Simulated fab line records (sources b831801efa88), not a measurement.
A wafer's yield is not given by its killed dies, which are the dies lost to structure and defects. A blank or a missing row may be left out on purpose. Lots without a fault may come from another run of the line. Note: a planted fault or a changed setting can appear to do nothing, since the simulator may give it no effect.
Lot-split experiment | flow sky130 | 5 lots, 23 wafers read, on a route of 708 steps

SPLIT DETAILS
At SKY_METAL1_SPUTTER_03 (material Ti, target thk 5 nm, time 3.3 s), the setting powerW was moved away from the recipe's 3000 W on 6 of the 23 wafers read, by -10.2% to +3.3%. The other wafers ran this setting at the recipe's value.

The reading comes from the split's own step.

THE READING
Ti_of_METAL1_SPUTTER_03.thkNm (the simulator's own value, which no gauge read), in nm, at SKY_METAL1_SPUTTER_03 (material Ti, target thk 5 nm, time 3.3 s). There is no usual value for it anywhere in the file. Average 4.961 nm, standard deviation 0.14 nm, over the 17 wafers here run with the recipe.

wafer  | tool, chamber at the split | powerW as run, W | against the recipe | Ti_of_METAL1_SPUTTER_03.thkNm, nm | against lot-mates on the recipe
L079.1 | pvdSputter-02, -           | 3000             | recipe             | 4.908                             | -
L079.2 | pvdSputter-02, -           | 3099             | +3.3%              | 5.175                             | +0.224
L079.3 | pvdSputter-02, -           | 3000             | recipe             | 4.94                              | -
L079.4 | pvdSputter-02, -           | 3099             | +3.3%              | 5.082                             | +0.131
L079.6 | pvdSputter-02, -           | 3000             | recipe             | 5.006                             | -
L080.1 | pvdSputter-02, -           | 3000             | recipe             | 5.102                             | -
L080.2 | pvdSputter-02, -           | 3000             | recipe             | 5.155                             | -
L080.4 | pvdSputter-02, -           | 3000             | recipe             | 5.175                             | -
L080.5 | pvdSputter-02, -           | 3000             | recipe             | 5.096                             | -
L080.6 | pvdSputter-02, -           | 3000             | recipe             | 5.078                             | -
L081.1 | pvdSputter-03, -           | 3000             | recipe             | 4.894                             | -
L081.2 | pvdSputter-03, -           | 3000             | recipe             | 5.133                             | -
L081.3 | pvdSputter-03, -           | 3000             | recipe             | 4.908                             | -
L084.2 | pvdSputter-03, -           | 3000             | recipe             | 4.951                             | -
L084.3 | pvdSputter-03, -           | 2693             | -10.2%             | 4.383                             | -0.427
L084.4 | pvdSputter-03, -           | 3000             | recipe             | 4.696                             | -
L084.5 | pvdSputter-03, -           | 2693             | -10.2%             | 4.39                              | -0.420
L084.6 | pvdSputter-03, -           | 3000             | recipe             | 4.782                             | -
L085.1 | pvdSputter-04, -           | 3000             | recipe             | 4.793                             | -
L085.2 | pvdSputter-04, -           | 2859             | -4.7%              | 4.611                             | -0.226
L085.3 | pvdSputter-04, -           | 2859             | -4.7%              | 4.627                             | -0.210
L085.5 | pvdSputter-04, -           | 3000             | recipe             | 4.859                             | -
L085.6 | pvdSputter-04, -           | 3000             | recipe             | 4.858                             | -

FIT RESULTS
A straight line over all 23 wafers: Ti_of_METAL1_SPUTTER_03.thkNm changes by +0.0578 nm for each +1% of powerW; r = +0.84; the points scatter about the line by 0.13 nm.
The same after taking each lot's own level away (the mean of its wafers on the recipe; 23 wafers): +0.0434 nm for each +1%; r = +0.92; scatter 0.066 nm.
According to that fit, moving powerW by its largest amount changes the reading by 0.44 nm.
Across the lots, their own levels run from 4.8097 to 5.1212 nm, a range of 2.2 times the standard deviation given above.
Thus the slope moves with the lot-to-lot level: the two fits are different.
Check: with one of the wafers moved furthest among these (-10.2%) left out of the fit, the line predicts -0.45 nm for it against its lot-mates. It came out at -0.427 nm against them.

THESE WAFERS: OTHER SPLITS
Note: prior to the reading, these wafers also went through further splits. Each is held against what the fit with the lots' levels taken away leaves over:
other split on the same wafers       | wafers away from the commonest value | r with Ti_of_METAL1_SPUTTER_03.thkNm (lot level and that fit taken away)
SKY_LOCAL_INTERCONNECT_ETCH_13 timeS | 11                                   | +0.09

FILE'S OWN FIT
Ti_of_METAL1_SPUTTER_03.thkNm changes by +0.0431 nm for each +1% of powerW, r = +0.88.
